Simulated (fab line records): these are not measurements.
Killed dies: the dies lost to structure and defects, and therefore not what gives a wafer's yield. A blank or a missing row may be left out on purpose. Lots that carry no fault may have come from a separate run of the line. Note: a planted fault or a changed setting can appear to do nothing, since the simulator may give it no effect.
A lot that was struck, set against a sound lot + flow sky130 + 14 steps out of a route of 708
Sound: the wafers L829.2, L829.3, L829.4. The struck wafers were L831.1, L831.3, L831.4. The cause is given at the end.
At each step with rows: each side's tool, then ch and its chambers, then its first start. Under that, the readings that differ: sound wafers + struck wafers + difference of the means + sigmas: that difference in standard deviations of wafers without a fault.
alike: readings whose means differ by less than 2 such deviations, and words and numbers that are the same on both sides. not compared: withheld readings, readings that some wafer has no value for, bounds like >300 that may hide the same value, and numbers for which the record gives no deviation and whose values overlap.
Wherever a step has rows on one side only, a row that says differs or no value, or a row with sigmas, the two part there. Numbers that have no deviation but don't overlap get no sigmas and don't part them. A reading missing from all wafers of one side parts the sides only when that side holds two or more wafers.

SKY_FIELD_ISO_BOW_MEAS_00:
  sound on film metro-03 at day 2 01:01; struck on film metro-03 at day 2 11:00
  alike: INCOMING_BOW
then, 1 step without rows for these wafers: SKY_FIELD_ISO_OXIDATION_01 (stabilise 600 s, purge 300 s, target thk 12 nm).
SKY_FIELD_ISO_THK_MEAS_02:
  sound on film metro-04 at day 2 03:28; struck on film metro-01 at day 2 15:16
  alike: FIELD_ISO_OXIDATION_00_THK
then, 1 step without rows for these wafers: SKY_FIELD_ISO_CVD_03 (deposits Si3N4 from DCS/NH3, target thk 165 nm, time 2830 s).
SKY_FIELD_ISO_THK_MEAS_04:
  sound on film metro-03 at day 2 05:22; struck on film metro-03 at day 3 09:47
  alike: FIELD_ISO_CVD_03_THK
then, 7 steps without rows for these wafers: SKY_FIELD_ISO_DEHYDRATE_05 (time 60 s); SKY_FIELD_ISO_HMDS_06 (prime time 60 s); SKY_FIELD_ISO_COAT_07 (resist thk 60 nm); SKY_FIELD_ISO_COAT_08 (resist thk 450 nm); SKY_FIELD_ISO_SOFTBAKE_09 (time 90 s); SKY_FIELD_ISO_EXPOSE_10 (exposes mask FOM, target cd 150 nm); SKY_FIELD_ISO_PEB_11.
SKY_FIELD_ISO_DEVELOP_12: develop time 60 s.
  sound on litho track-01 ch 0, day 2 19:00; struck on litho track-01, day 4 01:00
  no value came back on the struck wafers for chill plate temp C (C), develop time s (s), exhaust pa (Pa), resist line temp C (C); on the sound wafers chill plate temp C (C) reads 23.08 23.01 22.90
| reading                                          | sound           | struck          | difference | sigmas |
|--------------------------------------------------|-----------------|-----------------|------------|--------|
| model.KrF-thick_of_FIELD_ISO_COAT_08.thk nm (nm) | 437.2 438.1 437 | 449.8 452 450.4 | +13.3      |        |
SKY_FIELD_ISO_CD_MEAS_13: target cd 150 nm.
  sound on cd sem-02 at day 2 19:50; struck on cd sem-02 at day 4 01:22
| reading    | sound             | struck | difference                    | sigmas |
|------------|-------------------|--------|-------------------------------|--------|
| cd nm (nm) | 149.2 150.1 149.6 | - - -  | no value on the struck wafers |        |

## WHERE THEY PART
At SKY_FIELD_ISO_DEVELOP_12 first; at SKY_FIELD_ISO_CD_MEAS_13 last (within this record only).

WHY: what had been put in by the simulator
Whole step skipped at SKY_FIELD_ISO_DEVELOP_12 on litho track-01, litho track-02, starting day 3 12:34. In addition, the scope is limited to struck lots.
